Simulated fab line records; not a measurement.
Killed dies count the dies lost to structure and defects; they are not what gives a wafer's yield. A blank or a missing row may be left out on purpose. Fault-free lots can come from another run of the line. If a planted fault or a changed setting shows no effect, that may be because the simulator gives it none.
Chamber matching :: flow sky130 :: SKY_VIA1_ETCH_15 on rie diel-03: 4 sister chambers
The step etches SiO2 in C4F8/O2/Ar, stops on TiN, target depth 351 nm, time 54 s. 8 wafers are shown with their chamber, then 8 later ones without.

WAFERS WITH THEIR CHAMBER
wafer: L674.1
chamber: 3
run length s (s): 82.4
oes product au (a.u.): 0.983

wafer: L675.2
chamber: 1
run length s (s): 81.7
oes product au (a.u.): 0.978

wafer: L675.6
chamber: 0
run length s (s): 81.9
oes product au (a.u.): 0.993

wafer: L685.6
chamber: 1
run length s (s): 81.6
oes product au (a.u.): 0.982

wafer: L686.2
chamber: 2
run length s (s): 82.7
oes product au (a.u.): 0.991

wafer: L686.5
chamber: 3
run length s (s): 82.9
oes product au (a.u.): 0.988

wafer: L686.6
chamber: 2
run length s (s): 82.8
oes product au (a.u.): 0.987

wafer: L688.4
chamber: 0
run length s (s): 82.0
oes product au (a.u.): 0.977

WAFERS WITH NO CHAMBER GIVEN
wafer: L688.5
run length s (s): 82.3
oes product au (a.u.): 0.976

wafer: L688.6
run length s (s): 82.5
oes product au (a.u.): 0.983

wafer: L690.1
run length s (s): 82.2
oes product au (a.u.): 0.983

wafer: L690.5
run length s (s): 82.1
oes product au (a.u.): 0.977

wafer: L690.6
run length s (s): 81.8
oes product au (a.u.): 0.972

wafer: L692.2
run length s (s): 82.9
oes product au (a.u.): 0.982

wafer: L692.5
run length s (s): 82.8
oes product au (a.u.): 0.981

wafer: L692.6
run length s (s): 82.3
oes product au (a.u.): 0.976

EACH ONE'S CHAMBER
wafer: L688.5
from the rows above: can't be placed: 0 or 3 or 2 or 1
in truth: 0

wafer: L688.6
from the rows above: can't be placed: 3 or 2
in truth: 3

wafer: L690.1
from the rows above: can't be placed: 0 or 3 or 1 or 2
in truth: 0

wafer: L690.5
from the rows above: can't be placed: 0 or 1 or 3
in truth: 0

wafer: L690.6
from the rows above: can't be placed: 1 or 0
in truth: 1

wafer: L692.2
from the rows above: can't be placed: 2 or 3
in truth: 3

wafer: L692.5
from the rows above: can't be placed: 3 or 2
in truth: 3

wafer: L692.6
from the rows above: can't be placed: 0 or 3 or 2 or 1
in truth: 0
Correctly placed: 0 of 8. Not placeable from these rows: 8 (in 8, the candidates include the true chamber). Number placed wrongly: 0.
How it was worked out, from the rows above alone: a wafer's distance from a chamber is the root of the sum, over the readings, of the square of ((its reading less the chamber's mean) divided by the reading's scatter). If the next closest chamber is less than 2 further off than the closest, the wafer can't be placed; otherwise it belongs to the closest. A chamber's mean is the mean of its shown wafers. The scatter is the square root of a quotient: the sum, over the shown wafers, of each reading's squared deviation from its chamber's mean, divided by wafers minus chambers.
